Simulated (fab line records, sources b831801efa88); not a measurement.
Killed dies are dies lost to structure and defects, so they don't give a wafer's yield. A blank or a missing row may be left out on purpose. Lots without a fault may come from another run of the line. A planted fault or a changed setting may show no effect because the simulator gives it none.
Which tool did it? | flow gf180mcu | 13 lots, 39 wafers sampled, at 4 steps of a route of 602

WHAT THE GAUGES READ, wafer by wafer
GF_V4_RS_MEAS_24: measures by four-point-probe.
lot  | measured     | on            | V4_W_RS (ohm/sq)
L593 | day 24 10:05 | film_metro-02 | 0.327 0.328 0.332
L594 | day 24 15:40 | film_metro-02 | 0.333 0.328 0.333
L596 | day 25 14:31 | film_metro-04 | 0.323 0.325 0.327
L599 | day 26 15:18 | film_metro-02 | 0.330 0.331 0.325
L600 | day 27 02:25 | film_metro-03 | 0.334 0.329 0.333
L601 | day 27 06:14 | film_metro-03 | 0.331 0.326 0.329
L602 | day 27 10:47 | film_metro-02 | 0.328 0.325 0.326
L606 | day 28 17:41 | film_metro-04 | 0.331 0.333 0.334
L612 | day 30 08:04 | film_metro-03 | 0.333 0.333 0.331
L613 | day 30 17:29 | film_metro-03 | 0.332 0.328 0.326
L614 | day 30 23:27 | film_metro-02 | 0.325 0.325 0.326
L615 | day 31 06:30 | film_metro-04 | 0.331 0.331 0.330
L616 | day 31 13:47 | film_metro-04 | 0.322 0.324 0.320

WHICH TOOL RAN EACH LOT (tool, then ch and the chambers of the sampled wafers, then the start)
lot  | GF_M3_STRIP_17                       | GF_M4_SPUTTER_01             | GF_V4_CVD_02
L593 | plasma_asher-03 ch 0,1, day 21 07:26 | pvd_sputter-04, day 22 10:13 | pecvd-02 ch 1,2, day 23 10:14
L594 | plasma_asher-01 ch 0,1, day 21 12:53 | pvd_sputter-04, day 22 15:26 | pecvd-01 ch 0,1,2, day 23 15:14
L596 | plasma_asher-01 ch 0,1, day 22 12:30 | pvd_sputter-02, day 23 15:17 | pecvd-02 ch 0,1,2, day 24 14:55
L599 | plasma_asher-01 ch 0,1, day 23 16:31 | pvd_sputter-04, day 24 17:15 | pecvd-02 ch 0,1, day 25 16:26
L600 | plasma_asher-03 ch 0,1, day 24 04:28 | pvd_sputter-02, day 25 05:52 | pecvd-02 ch 0,2, day 26 04:10
L601 | plasma_asher-03 ch 0,1, day 24 08:20 | pvd_sputter-04, day 25 08:58 | pecvd-04 ch 0,2, day 26 08:02
L602 | plasma_asher-02 ch 0,1, day 24 13:20 | pvd_sputter-04, day 25 14:55 | pecvd-01 ch 0,1, day 26 12:32
L606 | plasma_asher-02 ch 0,1, day 25 23:07 | pvd_sputter-04, day 26 22:50 | pecvd-02 ch 0,1, day 27 20:37
L612 | plasma_asher-01 ch 0,1, day 27 17:18 | pvd_sputter-04, day 28 15:43 | pecvd-01 ch 0,2, day 29 11:48
L613 | plasma_asher-03 ch 0,1, day 28 04:04 | pvd_sputter-03, day 29 01:58 | pecvd-04 ch 0,1, day 29 21:27
L614 | plasma_asher-01 ch 0,1, day 28 11:26 | pvd_sputter-04, day 29 08:40 | pecvd-02 ch 1,2, day 30 04:13
L615 | plasma_asher-01 ch 0,1, day 28 18:11 | pvd_sputter-02, day 29 16:23 | pecvd-02 ch 0,1,2, day 30 11:46
L616 | plasma_asher-03 ch 1, day 29 02:41   | pvd_sputter-03, day 29 23:33 | pecvd-04 ch 0,2, day 30 18:38
- GF_M3_STRIP_17: strips in O2/N2.
- GF_M4_SPUTTER_01: material TiN, target thk 30 nm, time 25 s.
- GF_V4_CVD_02: deposits SiO2 from TEOS, target thk 850 nm, time 94.851 s.

WHAT THE TOOLS THEMSELVES READ (means of the sampled wafers that have a number; where no wafer has one, the mark that the record gives instead)
GF_M3_STRIP_17.
lot  | tool            | drypump_motor_current_A (A) | heater_power_w (W) | oes_product_au (a.u.) | strip_time_to_endpoint_s (s)
L593 | plasma_asher-03 | 5.81                        | 330                | 0.542                 | 7.50
L594 | plasma_asher-01 | 5.84                        | 367                | 0.544                 | 7.49
L596 | plasma_asher-01 | 5.65                        | 364                | 0.541                 | 7.48
L599 | plasma_asher-01 | 5.88                        | 369                | 0.544                 | 7.48
L600 | plasma_asher-03 | 5.75                        | 336                | 0.537                 | 7.47
L601 | plasma_asher-03 | 5.82                        | 335                | 0.541                 | 7.48
L602 | plasma_asher-02 | 6.04                        | 301                | 0.536                 | 7.41
L606 | plasma_asher-02 | 6.07                        | 306                | 0.538                 | 7.49
L612 | plasma_asher-01 | 5.91                        | 370                | 0.539                 | 7.43
L613 | plasma_asher-03 | 5.75                        | 335                | 0.534                 | 7.45
L614 | plasma_asher-01 | 5.89                        | 370                | 0.538                 | 7.46
L615 | plasma_asher-01 | 5.68                        | 363                | 0.541                 | 7.50
L616 | plasma_asher-03 | 5.89                        | 342                | 0.546                 | 7.51

GF_M4_SPUTTER_01.
lot  | tool           | throttle_valve_pct (%)
L593 | pvd_sputter-04 | 30.9
L594 | pvd_sputter-04 | 30.7
L596 | pvd_sputter-02 | 30.4
L599 | pvd_sputter-04 | 30.1
L600 | pvd_sputter-02 | 30.6
L601 | pvd_sputter-04 | 30.6
L602 | pvd_sputter-04 | 30.7
L606 | pvd_sputter-04 | 30.3
L612 | pvd_sputter-04 | 30.5
L613 | pvd_sputter-03 | 30.7
L614 | pvd_sputter-04 | 30.6
L615 | pvd_sputter-02 | 30.6
L616 | pvd_sputter-03 | 30.6

GF_V4_CVD_02.
lot  | tool     | heater_power_w (W)
L593 | pecvd-02 | 711
L594 | pecvd-01 | 527
L596 | pecvd-02 | 620
L599 | pecvd-02 | 605
L600 | pecvd-02 | 627
L601 | pecvd-04 | 624
L602 | pecvd-01 | 608
L606 | pecvd-02 | 591
L612 | pecvd-01 | 579
L613 | pecvd-04 | 617
L614 | pecvd-02 | 731
L615 | pecvd-02 | 639
L616 | pecvd-04 | 638

THE ANSWER, worked out from the rows above alone
Rule: what is usual is taken from the lots themselves. Put in order of their means at a reading, lots are off if they are a third of the lots or fewer, leave a main group of 4 or more, and stand apart from it by a gap of 3 or more times the standard deviation of the main group's means; of several such gaps the widest counts. A main group whose means are all the same, to the digits that the tables above print for the reading, isn't used. A lot without any number at a reading at which 4 lots or more have one is off too. The other lots that the step has rows for count as sound. The gauges are gone through in route order, then the tools' own readings, and for those a lot's mean is taken as printed above. The first step at which some lot is off is used, and at that step the reading that is off furthest; a lot without a number counts as furthest.
No lot is off at any reading shown: from this, nothing can be told.

WHAT THE SIMULATOR HAD PUT IN
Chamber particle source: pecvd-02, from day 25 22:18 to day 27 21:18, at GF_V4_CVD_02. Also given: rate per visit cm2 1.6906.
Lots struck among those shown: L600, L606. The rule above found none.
